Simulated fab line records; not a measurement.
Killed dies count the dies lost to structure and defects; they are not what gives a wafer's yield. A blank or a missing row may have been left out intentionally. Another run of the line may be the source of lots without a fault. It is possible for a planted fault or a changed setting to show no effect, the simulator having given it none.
fab line records	flow sky130
record: lots: 24	wafers: 72	last-day: 50
route steps=708 shown NWELL@81 POLY_CUT@319 SD_N@354 LI_CONTACT@364 LOCAL_INTERCONNECT@398 CONTACT@411
lots with no fault: from the same line, run without faults
start-h: the number of hours between the record's first day and the start of the first shown wafer of the lot	wait-h: hours elapsed since this lot's preceding step	" the same as in the row above	L1.1+2: one row covering several wafers at once	- no value present, or no start provided	* or withheld: withheld	< > ~ a bound
route shown NAME@n: a module of which the file shows steps, and the number in the route of the first	usual: mean and standard deviation over wafers with no fault	same: alike in all rows	chamber/n: place in a boat	sites: per-site readings	_std_site: standard deviation of those values	_edge_site: inner sites' mean taken away from outer sites' mean	radius-mm: for every site, how far away it sits from the centre of the wafer	mask NAME#n: copy n	behind: the last tool/chamber to shape the wafer	hold: reason for holding the lot/hours on hold/outcome of the hold	device: whichever transistor did not switch (one of n, p or np)	end of line: at the end of the route, the tests of the same wafers	a step without rows: its recipe alone	killed: at the first sort, the dies lost to defects and structure; wafer yield is something else	map: a wafer's dies, marking killed ones x, the rest . and places with no die _
set.NAME: the setting that was run; set.NAME@STEP: the one run at that earlier step	model.NAME: the simulator's own value behind a step, which no gauge read
one table for each step of the route and one row for each wafer, over a sample of lots
services: the hour from which a tool's chamber was out of use, counted from the record's first day as start-h (under 0 if before that day), plus the number of hours and why
== steps ==
step: SKY_NWELL_RTA_28
recipe: temp-c: 1050	time-s: 30	idle-temp-c: 650	ramp-up-c-per-s: 150	ramp-down-c-per-s: 90	ambient: N2
usual: lamp-power-pct: 25.31/0.048	wafer_temp_C_max: 1054.8/1
lot.wafer	tool	chamber	start-h	wait-h	lamp-power-pct	wafer_temp_C_max
L074.2	rtp-anneal-01	0	106.47	0.0	25.16	1055.3
L074.4	"	0	"	"	25.31	1054.1
L074.5	"	0	"	"	25.28	1055.9
L075.2	rtp-anneal-02	0	110.92	0.0	25.28	1053.6
L075.5	"	0	"	"	25.24	1054.7
L075.6	"	0	"	"	25.29	1053.5
L076.2	rtp-anneal-01	0	114.24	0.0	25.33	1056.1
L076.4	"	0	"	"	25.36	1053.1
L076.5	"	0	"	"	25.35	1054.6
L077.2	rtp-anneal-01	0	120.45	0.0	25.24	1054.8
L077.3	"	0	"	"	25.33	1053.9
L077.5	"	0	"	"	25.27	1053.4
L078.2	rtp-anneal-01	0	127.79	0.0	25.31	1055.1
L078.4	"	0	"	"	25.31	1054.3
L078.6	"	0	"	"	25.31	1054.4
L079.1	rtp-anneal-02	0	130.33	0.0	25.33	1055.3
L079.3	"	0	"	"	25.32	1054.1
L079.6	"	0	"	"	25.34	1054.8
L080.1	rtp-anneal-01	0	137.93	0.0	25.29	1056.6
L080.2	"	0	"	"	25.31	1053.8
L080.5	"	0	"	"	25.30	1053.4
L081.1	rtp-anneal-01	0	143.83	0.0	25.41	1054.2
L081.2	"	0	"	"	25.42	1054.0
L081.6	"	0	"	"	25.34	1053.3
L082.1	rtp-anneal-02	0	151.26	0.0	25.36	1054.4
L082.4	"	0	"	"	25.24	1057.1
L082.6	"	0	"	"	25.35	1053.4
L083.4	rtp-anneal-01	0	162.25	0.1	25.38	1054.1
L083.5	"	0	"	"	25.29	1055.5
L083.6	"	0	"	"	25.24	1054.8
L085.1	rtp-anneal-01	0	172.84	0.0	25.28	1054.7
L085.2	"	0	"	"	25.23	1056.4
L085.6	"	0	"	"	25.34	1054.5
L084.2	rtp-anneal-02	0	173.60	0.0	25.34	1054.4
L084.5	"	0	"	"	25.33	1053.3
L084.6	"	0	"	"	25.34	1054.2
L086.2	rtp-anneal-02	0	182.75	0.0	25.27	1054.5
L086.5	"	0	"	"	25.28	1053.3
L086.6	"	0	"	"	25.30	1055.0
L087.2	rtp-anneal-02	0	186.80	0.0	25.33	1054.9
L087.4	"	0	"	"	25.30	1056.2
L087.5	"	0	"	"	25.35	1054.0
L088.1	rtp-anneal-01	0	188.13	0.0	25.33	1055.8
L088.5	"	0	"	"	25.33	1054.5
L088.6	"	0	"	"	25.24	1055.9
L089.1	rtp-anneal-01	0	200.00	0.0	25.23	1056.2
L089.2	"	0	"	"	25.33	1056.2
L089.6	"	0	"	"	25.31	1056.2
L090.1	rtp-anneal-02	0	209.33	0.0	25.34	1054.5
L090.4	"	0	"	"	25.36	1055.7
L090.6	"	0	"	"	25.26	1054.7
L091.1	rtp-anneal-02	0	211.93	0.0	25.32	1054.7
L091.3	"	0	"	"	25.31	1054.3
L091.4	"	0	"	"	25.31	1052.7
L092.3	rtp-anneal-01	0	219.14	0.0	25.32	1055.2
L092.4	"	0	"	"	25.31	1054.6
L092.5	"	0	"	"	25.30	1054.5
L093.1	rtp-anneal-02	0	222.45	0.0	25.21	1055.9
L093.3	"	0	"	"	25.26	1054.3
L093.5	"	0	"	"	25.20	1053.2
L094.1	rtp-anneal-01	0	222.63	0.0	25.20	1054.4
L094.5	"	0	"	"	25.26	1056.9
L094.6	"	0	"	"	25.23	1055.2
L095.3	rtp-anneal-01	0	231.26	0.0	25.41	1053.7
L095.4	"	0	"	"	25.34	1054.2
L095.5	"	0	"	"	25.30	1056.3
L096.2	rtp-anneal-01	0	239.28	0.0	25.38	1053.9
L096.3	"	0	"	"	25.28	1054.2
L096.4	"	0	"	"	25.29	1054.2
L097.1	rtp-anneal-02	0	242.98	0.0	25.33	1053.7
L097.3	"	0	"	"	25.24	1055.4
L097.5	"	0	"	"	25.29	1054.4
step: SKY_POLY_CUT_STRIP_12
recipe: chemistry: O2/N2	power-w: 1400	pressure-mtorr: 1500	platen-temp-c: withheld	o2-flow-sccm: 3000	n2-flow-sccm: 300	overash-fraction: 0.5
usual: drypump-motor-current-A: 5.6/0.48	oes-product-au: 0.453/0.005	strip-time-to-endpoint-s: 5.362/0.017
lot.wafer	tool	chamber	start-h	wait-h	drypump-motor-current-A	oes-product-au	rf-hours-counter-h	strip-time-to-endpoint-s
L074.2	plasma-asher-04	0	559.67	0.0	5.9	0.450	76	5.356
L074.4	"	0	"	"	5.9	0.453	-	5.360
L074.5	"	0	"	"	5.9	0.446	-	5.354
L076.2	plasma-asher-02	1	571.96	0.0	5.4	0.457	12	5.342
L076.4	"	0	"	"	6.3	0.455	-	5.338
L076.5	"	1	"	"	5.4	0.450	-	5.311
L075.2	plasma-asher-04	0	574.22	0.0	5.9	0.456	77	5.381
L075.5	"	0	"	"	5.9	0.443	-	5.381
L075.6	"	1	"	"	5.0	0.459	-	5.381
L077.2	plasma-asher-02	1	581.52	0.0	5.4	0.452	13	5.379
L077.3	"	1	"	"	5.4	0.450	-	5.346
L077.5	"	0	"	"	6.3	0.458	-	5.366
L078.2	plasma-asher-04	0	595.05	0.0	5.9	0.455	79	5.371
L078.4	"	0	"	"	5.9	0.456	-	5.360
L078.6	"	1	"	"	5.0	0.457	-	5.387
L079.1	plasma-asher-02	1	595.40	0.0	5.4	0.452	14	5.361
L079.3	"	1	"	"	5.4	0.453	-	5.357
L079.6	"	0	"	"	6.3	0.454	-	5.341
L080.1	plasma-asher-02	0	608.81	0.0	6.3	0.452	16	5.377
L080.2	"	1	"	"	5.4	0.447	16	5.370
L080.5	"	1	"	"	5.4	0.452	-	5.376
L081.1	plasma-asher-04	0	637.15	0.0	5.9	0.454	83	5.367
L081.2	"	1	"	"	5.0	0.444	83	5.368
L081.6	"	1	"	"	5.0	0.449	-	5.376
L082.1	plasma-asher-04	1	638.95	0.0	5.0	0.457	83	5.379
L082.4	"	0	"	"	5.9	0.454	-	5.378
L082.6	"	1	"	"	4.9	0.461	-	5.367
L083.4	plasma-asher-04	0	649.15	0.1	5.9	0.448	-	5.318
L083.5	"	0	"	"	5.9	0.453	-	5.364
L083.6	"	1	"	"	5.0	0.457	-	5.341
L084.2	plasma-asher-04	1	664.70	0.0	5.0	0.445	86	5.353
L084.5	"	0	"	"	5.9	0.456	-	5.325
L084.6	"	1	"	"	5.0	0.448	-	5.356
L085.1	plasma-asher-03	1	666.12	0.0	5.6	0.446	55	5.352
L085.2	"	0	"	"	5.9	0.453	55	5.373
L085.6	"	1	"	"	5.7	0.459	-	5.354
L086.2	plasma-asher-04	1	675.70	0.0	5.0	0.452	87	5.357
L086.5	"	1	"	"	5.0	0.453	-	5.330
L086.6	"	0	"	"	5.9	0.455	-	5.350
L088.1	plasma-asher-03	0	687.70	0.0	5.9	0.450	57	5.346
L088.5	"	0	"	"	5.9	0.460	-	5.342
L088.6	"	1	"	"	5.7	0.450	-	5.362
L087.2	plasma-asher-04	0	689.00	0.0	5.9	0.448	89	5.368
L087.4	"	0	"	"	5.9	0.453	-	5.381
L087.5	"	0	"	"	5.9	0.454	-	5.378
L089.1	plasma-asher-03	0	696.92	0.0	5.9	0.458	58	5.370
L089.2	"	1	"	"	5.7	0.461	58	5.353
L089.6	"	1	"	"	5.6	0.447	-	5.360
L091.1	plasma-asher-02	0	714.25	0.0	6.3	0.448	26	5.367
L091.3	"	1	"	"	5.4	0.448	-	5.359
L091.4	"	0	"	"	6.3	0.449	-	5.377
L090.1	plasma-asher-04	0	715.07	0.0	5.9	0.450	91	5.348
L090.4	"	0	"	"	5.9	0.450	-	5.379
L090.6	"	0	"	"	5.9	0.451	-	5.381
L093.1	plasma-asher-04	1	722.92	0.0	5.0	0.459	93	5.364
L093.3	"	1	"	"	5.0	0.459	-	5.377
L093.5	"	1	"	"	5.0	0.445	-	5.354
L092.3	plasma-asher-04	1	725.50	0.1	4.9	0.447	-	5.331
L092.4	"	0	"	"	5.9	0.453	-	5.339
L092.5	"	0	"	"	5.8	0.447	-	5.347
L094.1	plasma-asher-04	1	726.05	0.0	5.0	0.462	93	5.385
L094.5	"	0	"	"	5.9	0.456	-	5.371
L094.6	"	1	"	"	5.0	0.452	-	5.381
L095.3	plasma-asher-02	1	734.88	0.1	5.4	0.457	-	5.366
L095.4	"	0	"	"	6.3	0.454	-	5.354
L095.5	"	1	"	"	5.5	0.446	-	5.350
L096.2	plasma-asher-02	0	746.50	0.0	6.3	0.452	30	5.336
L096.3	"	1	"	"	5.4	0.465	-	5.350
L096.4	"	0	"	"	6.3	0.449	-	5.386
L097.1	plasma-asher-04	0	746.85	0.0	5.9	0.447	95	5.372
L097.3	"	0	"	"	5.9	0.461	-	5.355
L097.5	"	1	"	"	5.1	0.452	-	5.375
step: SKY_SD_N_TW_MEAS_12
usual: SD_N_TW: 3975/24
lot.wafer	tool	chamber	start-h	wait-h	SD_N_TW
L074.2	film-metro-01	-	647.54	0.1	4009
L074.4	"	-	"	"	3981
L074.5	"	-	"	"	3999
L076.2	film-metro-01	-	659.14	0.1	4018
L076.4	"	-	"	"	4004
L076.5	"	-	"	"	4007
L075.2	film-metro-01	-	661.02	0.1	3975
L075.5	"	-	"	"	3999
L075.6	"	-	"	"	3986
L077.2	film-metro-01	-	670.12	0.1	3984
L077.3	"	-	"	"	4005
L077.5	"	-	"	"	4013
L078.2	film-metro-02	-	682.74	0.1	3964
L078.4	"	-	"	"	3999
L078.6	"	-	"	"	3979
L079.1	film-metro-01	-	682.86	0.1	3988
L079.3	"	-	"	"	3982
L079.6	"	-	"	"	4007
L080.1	film-metro-01	-	695.25	0.1	4000
L080.2	"	-	"	"	3967
L080.5	"	-	"	"	3991
L081.1	film-metro-02	-	721.28	0.1	3995
L081.2	"	-	"	"	3995
L081.6	"	-	"	"	3976
L082.1	film-metro-02	-	723.61	0.1	3969
L082.4	"	-	"	"	3955
L082.6	"	-	"	"	3982
L083.4	film-metro-01	-	733.59	0.1	3950
L083.5	"	-	"	"	3937
L083.6	"	-	"	"	3983
L084.2	film-metro-04	-	748.12	0.1	3924
L084.5	"	-	"	"	3917
L084.6	"	-	"	"	3927
L085.1	film-metro-04	-	750.03	0.1	3948
L085.2	"	-	"	"	3946
L085.6	"	-	"	"	3958
L086.2	film-metro-04	-	759.12	0.1	3939
L086.5	"	-	"	"	3939
L086.6	"	-	"	"	3949
L088.1	film-metro-04	-	771.53	0.1	3949
L088.5	"	-	"	"	3955
L088.6	"	-	"	"	3968
L087.2	film-metro-04	-	772.02	0.1	3946
L087.4	"	-	"	"	3945
L087.5	"	-	"	"	3971
L089.1	film-metro-01	-	779.41	0.1	3971
L089.2	"	-	"	"	3980
L089.6	"	-	"	"	3962
L091.1	film-metro-02	-	796.11	0.1	4017
L091.3	"	-	"	"	3997
L091.4	"	-	"	"	3992
L090.1	film-metro-04	-	797.10	0.1	3955
L090.4	"	-	"	"	3935
L090.6	"	-	"	"	3954
L093.1	film-metro-04	-	803.95	0.1	3954
L093.3	"	-	"	"	3960
L093.5	"	-	"	"	3931
L092.3	film-metro-02	-	808.17	0.1	3978
L092.4	"	-	"	"	3987
L092.5	"	-	"	"	3983
L094.1	film-metro-04	-	808.18	0.1	3939
L094.5	"	-	"	"	3975
L094.6	"	-	"	"	3973
L095.3	film-metro-04	-	815.00	0.1	3976
L095.4	"	-	"	"	3960
L095.5	"	-	"	"	3962
L096.2	film-metro-02	-	825.42	0.1	4008
L096.3	"	-	"	"	4005
L096.4	"	-	"	"	4011
L097.1	film-metro-02	-	826.25	0.1	3992
L097.3	"	-	"	"	4023
L097.5	"	-	"	"	4013
step: SKY_LI_CONTACT_CMP_02
recipe: material: PSG	down-force-psi: 4	platen-rpm: 60	pad-velocity-m-s: 0.94248
usual: motor-current-A: 12.0/1.1	retaining-ring-pressure-frac: 1.001/0.0049	slurry-filter-dp-kPa: 13.50/0.14	time-to-endpoint-s: 32.3/2.8
lot.wafer	tool	chamber	start-h	wait-h	motor-current-A	retaining-ring-pressure-frac	slurry-filter-dp-kPa	time-to-endpoint-s
L074.2	cmp-01	0	648.51	0.1	10.8	1.005	13.40	31.6
L074.4	"	1	"	"	11.5	1.001	13.48	30.5
L074.5	"	2	"	"	12.8	1.002	13.36	31.0
L076.2	cmp-01	1	660.13	0.2	11.2	1.003	13.36	30.0
L076.4	"	0	"	"	10.8	0.991	13.75	35.2
L076.5	"	2	"	"	13.2	1.001	13.58	34.5
L075.2	cmp-01	1	662.23	0.4	11.2	1.003	13.39	31.7
L075.5	"	3	"	"	11.1	1.005	13.49	33.2
L075.6	"	0	"	"	11.3	1.002	13.52	30.6
L077.3	cmp-01	2	670.94	0.0	14.1	1.000	13.69	31.2
L077.2	"	0	"	"	10.7	1.000	13.52	28.1
L077.5	"	2	"	"	13.3	1.010	13.73	32.8
L078.4	cmp-01	0	683.66	0.1	10.7	0.999	13.39	29.3
L078.2	"	1	"	"	11.3	1.000	13.67	25.5
L078.6	"	2	"	"	13.6	0.998	13.41	30.9
L079.1	cmp-01	0	683.96	0.3	10.6	1.002	13.62	30.5
L079.3	"	1	"	"	11.6	0.997	13.20	30.2
L079.6	"	3	"	"	11.1	1.000	13.75	32.2
L080.1	cmp-01	1	696.14	0.1	11.8	0.997	13.38	31.3
L080.2	"	3	"	"	10.6	0.990	13.25	33.2
L080.5	"	1	"	"	11.8	1.005	13.45	31.8
L081.1	cmp-02	2	722.16	0.1	13.6	1.000	13.66	30.5
L081.2	"	0	"	"	11.8	0.998	13.53	29.3
L081.6	"	2	"	"	13.8	0.996	13.42	29.7
L082.1	cmp-01	1	724.61	0.2	11.8	1.006	13.36	26.1
L082.4	"	2	"	"	13.2	0.994	13.50	30.4
L082.6	"	1	"	"	11.9	1.007	13.54	29.6
L083.4	cmp-02	1	734.54	0.2	11.7	1.002	13.37	33.0
L083.5	"	2	"	"	13.4	1.000	13.52	33.5
L083.6	"	3	"	"	11.9	1.002	13.48	34.1
L084.2	cmp-01	3	749.04	0.1	10.4	0.997	13.36	32.6
L084.6	"	1	"	"	11.8	0.997	13.61	25.0
L084.5	"	2	"	"	13.6	1.003	13.58	30.2
L085.2	cmp-02	1	750.91	0.1	12.3	1.005	13.38	34.8
L085.1	"	3	"	"	12.2	1.001	13.63	35.8
L085.6	"	1	"	"	12.4	1.004	13.59	36.0
L086.2	cmp-02	0	760.04	0.1	11.6	1.005	13.43	34.6
L086.6	"	2	"	"	13.8	1.004	13.34	33.0
L086.5	"	3	"	"	11.7	1.009	13.40	36.9
L088.1	cmp-01	3	772.57	0.2	10.3	1.004	13.65	29.1
L088.5	"	0	"	"	11.1	1.003	13.40	26.5
L088.6	"	1	"	"	12.1	1.000	13.42	27.8
L087.4	cmp-02	0	772.89	0.1	11.5	0.998	13.38	33.4
L087.2	"	2	"	"	13.3	1.001	13.53	34.8
L087.5	"	3	"	"	12.0	1.002	13.24	36.6
L089.1	cmp-02	3	780.34	0.1	12.0	1.002	13.59	37.4
L089.2	"	1	"	"	11.4	0.991	13.36	33.3
L089.6	"	3	"	"	12.2	1.004	13.59	38.2
L091.1	cmp-01	1	796.94	0.1	11.8	0.991	13.53	29.1
L091.3	"	3	"	"	11.3	1.006	13.46	33.6
L091.4	"	0	"	"	11.0	1.000	13.53	31.8
L090.4	cmp-02	0	797.92	0.0	11.7	1.004	13.43	36.2
L090.1	"	3	"	"	12.3	1.005	13.36	33.5
L090.6	"	0	"	"	12.2	1.003	13.51	34.1
L093.3	cmp-01	2	804.83	0.0	13.0	0.998	13.69	33.5
L093.1	"	1	"	"	11.8	1.008	13.68	29.3
L093.5	"	3	"	"	10.8	1.005	13.34	29.8
L092.3	cmp-02	3	808.97	0.0	11.8	1.001	13.77	36.8
L092.4	"	2	"	"	13.6	0.998	13.44	37.3
L092.5	"	3	"	"	12.1	0.998	13.45	37.2
L094.1	cmp-01	0	809.01	0.1	10.7	0.995	13.46	34.8
L094.5	"	0	"	"	11.5	1.003	13.45	32.7
L094.6	"	1	"	"	11.3	0.993	13.46	31.3
L095.3	cmp-01	2	815.86	0.1	13.1	1.008	13.79	34.3
L095.4	"	3	"	"	11.2	1.010	13.42	30.4
L095.5	"	2	"	"	13.3	0.997	13.64	28.8
L096.3	cmp-01	0	826.24	0.0	10.9	0.997	13.21	35.8
L096.4	"	1	"	"	11.9	1.010	13.50	33.2
L096.2	"	3	"	"	10.8	0.993	13.55	37.7
L097.3	cmp-02	2	827.08	0.0	13.8	1.011	13.56	33.2
L097.1	"	3	"	"	12.1	0.997	13.55	34.3
L097.5	"	2	"	"	13.5	1.012	13.55	30.4
step: SKY_LOCAL_INTERCONNECT_CD_MEAS_11
recipe: target-cd-nm: 170
usual: cd-nm: 170.5/1.6
lot.wafer	tool	chamber	start-h	wait-h	cd-nm
L074.2	cd-sem-02	-	706.00	-	171.3
L074.4	"	-	"	"	170.5
L074.5	"	-	"	"	170.2
L076.2	cd-sem-02	-	718.03	-	172.4
L076.4	"	-	"	"	170.0
L076.5	"	-	"	"	171.3
L075.2	cd-sem-01	-	719.15	-	172.1
L075.5	"	-	"	"	169.6
L075.6	"	-	"	"	170.6
L077.2	cd-sem-02	-	729.10	-	173.1
L077.3	"	-	"	"	174.4
L077.5	"	-	"	"	173.3
L078.2	cd-sem-01	-	740.76	-	172.0
L078.4	"	-	"	"	170.9
L078.6	"	-	"	"	171.3
L079.1	cd-sem-02	-	741.83	-	170.0
L079.3	"	-	"	"	171.0
L079.6	"	-	"	"	169.7
L080.1	cd-sem-02	-	752.53	-	170.5
L080.2	"	-	"	"	170.8
L080.5	"	-	"	"	170.4
L081.1	cd-sem-01	-	778.56	-	172.6
L081.2	"	-	"	"	173.4
L081.6	"	-	"	"	172.0
L082.1	cd-sem-01	-	779.99	-	171.9
L082.4	"	-	"	"	171.1
L082.6	"	-	"	"	172.8
L083.4	cd-sem-01	-	789.82	-	171.6
L083.5	"	-	"	"	171.6
L083.6	"	-	"	"	172.2
L084.2	cd-sem-02	-	803.95	-	170.1
L084.5	"	-	"	"	169.8
L084.6	"	-	"	"	171.9
L085.1	cd-sem-02	-	806.66	-	169.6
L085.2	"	-	"	"	168.6
L085.6	"	-	"	"	170.1
L086.2	cd-sem-01	-	814.05	-	171.9
L086.5	"	-	"	"	169.7
L086.6	"	-	"	"	171.2
L088.1	cd-sem-01	-	826.71	-	171.8
L088.5	"	-	"	"	172.3
L088.6	"	-	"	"	171.8
L087.2	cd-sem-01	-	827.35	-	169.0
L087.4	"	-	"	"	170.5
L087.5	"	-	"	"	169.3
L089.1	cd-sem-01	-	834.73	-	170.1
L089.2	"	-	"	"	169.3
L089.6	"	-	"	"	170.7
L091.1	cd-sem-01	-	850.68	-	167.9
L091.3	"	-	"	"	168.4
L091.4	"	-	"	"	169.6
L090.1	cd-sem-02	-	851.66	-	170.9
L090.4	"	-	"	"	170.4
L090.6	"	-	"	"	171.9
L093.1	cd-sem-01	-	857.09	-	168.0
L093.3	"	-	"	"	168.9
L093.5	"	-	"	"	170.9
L092.3	cd-sem-02	-	863.12	-	170.3
L092.4	"	-	"	"	169.7
L092.5	"	-	"	"	167.9
L094.1	cd-sem-01	-	863.43	-	169.2
L094.5	"	-	"	"	169.8
L094.6	"	-	"	"	168.1
L095.3	cd-sem-02	-	869.47	-	168.5
L095.4	"	-	"	"	167.2
L095.5	"	-	"	"	169.1
L096.2	cd-sem-01	-	880.00	-	169.2
L096.3	"	-	"	"	168.0
L096.4	"	-	"	"	170.0
L097.1	cd-sem-02	-	880.64	-	167.9
L097.3	"	-	"	"	167.8
L097.5	"	-	"	"	166.7
step: SKY_CONTACT_BOW_MEAS_05
recipe: mode: bow
usual: CONTACT_BOW: 82/7
lot.wafer	tool	chamber	start-h	wait-h	CONTACT_BOW[um]
L074.2	film-metro-01	-	707.39	0.3	88
L074.4	"	-	"	"	79
L074.5	"	-	"	"	85
L076.2	film-metro-04	-	719.47	0.3	88
L076.4	"	-	"	"	90
L076.5	"	-	"	"	83
L075.2	film-metro-01	-	720.55	0.3	82
L075.5	"	-	"	"	87
L075.6	"	-	"	"	95
L077.2	film-metro-01	-	730.49	0.1	100
L077.3	"	-	"	"	92
L077.5	"	-	"	"	84
L078.2	film-metro-04	-	742.19	0.1	83
L078.4	"	-	"	"	78
L078.6	"	-	"	"	84
L079.1	film-metro-03	-	743.22	0.2	86
L079.3	"	-	"	"	97
L079.6	"	-	"	"	89
L080.1	film-metro-03	-	753.92	0.2	87
L080.2	"	-	"	"	83
L080.5	"	-	"	"	92
L081.1	film-metro-03	-	779.94	0.1	65
L081.2	"	-	"	"	70
L081.6	"	-	"	"	79
L082.1	film-metro-04	-	781.39	0.1	78
L082.4	"	-	"	"	88
L082.6	"	-	"	"	83
L083.4	film-metro-03	-	791.20	0.3	82
L083.5	"	-	"	"	78
L083.6	"	-	"	"	82
L084.2	film-metro-01	-	805.45	0.3	68
L084.5	"	-	"	"	78
L084.6	"	-	"	"	76
L085.1	film-metro-01	-	808.12	0.2	71
L085.2	"	-	"	"	72
L085.6	"	-	"	"	83
L086.2	film-metro-01	-	815.44	0.3	76
L086.5	"	-	"	"	78
L086.6	"	-	"	"	84
L088.1	film-metro-04	-	828.12	0.1	83
L088.5	"	-	"	"	78
L088.6	"	-	"	"	78
L087.2	film-metro-01	-	828.76	0.1	84
L087.4	"	-	"	"	75
L087.5	"	-	"	"	81
L089.1	film-metro-01	-	836.27	0.1	82
L089.2	"	-	"	"	78
L089.6	"	-	"	"	77
L091.1	film-metro-04	-	852.11	0.2	82
L091.3	"	-	"	"	91
L091.4	"	-	"	"	97
L090.1	film-metro-04	-	853.08	0.1	78
L090.4	"	-	"	"	85
L090.6	"	-	"	"	67
L093.1	film-metro-04	-	858.52	0.1	90
L093.3	"	-	"	"	89
L093.5	"	-	"	"	82
L092.3	film-metro-01	-	864.77	0.2	78
L092.4	"	-	"	"	74
L092.5	"	-	"	"	79
L094.1	film-metro-01	-	865.11	0.2	80
L094.5	"	-	"	"	82
L094.6	"	-	"	"	76
L095.3	film-metro-03	-	870.90	0.1	85
L095.4	"	-	"	"	80
L095.5	"	-	"	"	65
L096.2	film-metro-03	-	881.82	0.3	74
L096.3	"	-	"	"	81
L096.4	"	-	"	"	77
L097.1	film-metro-04	-	882.31	0.3	92
L097.3	"	-	"	"	84
L097.5	"	-	"	"	87
== services ==
tool	chamber	start-h	hours	kind
cmp-02	-	97.11	0.8	repair
cmp-02	-	148.60	0.4	repair
cmp-01	-	160.30	0.4	repair
cmp-01	-	177.88	6.9	pm
cmp-02	-	193.53	5.9	pm
cmp-02	-	227.80	0.9	repair
cmp-01	-	232.00	4.0	pm
cmp-01	-	240.26	1.7	repair
rtp-anneal-01	-	259.02	5.6	pm
plasma-asher-04	-	281.48	5.6	repair
cmp-01	-	340.64	4.9	pm
cmp-01	-	355.95	0.8	repair
cmp-01	-	397.35	1.3	repair
cmp-01	-	436.23	22.8	repair
cmp-01	-	482.93	1.1	repair
cmp-01	-	493.84	2.0	repair
cmp-01	-	517.27	2.3	repair
cmp-01	-	546.88	4.8	pm
cmp-01	-	572.00	4.0	pm
cmp-01	-	588.54	0.3	repair
cmp-01	-	606.88	5.9	repair
cmp-01	-	673.43	1.0	repair
rtp-anneal-02	-	687.46	5.3	pm
cmp-01	-	818.78	0.4	repair
== key ==
fault none
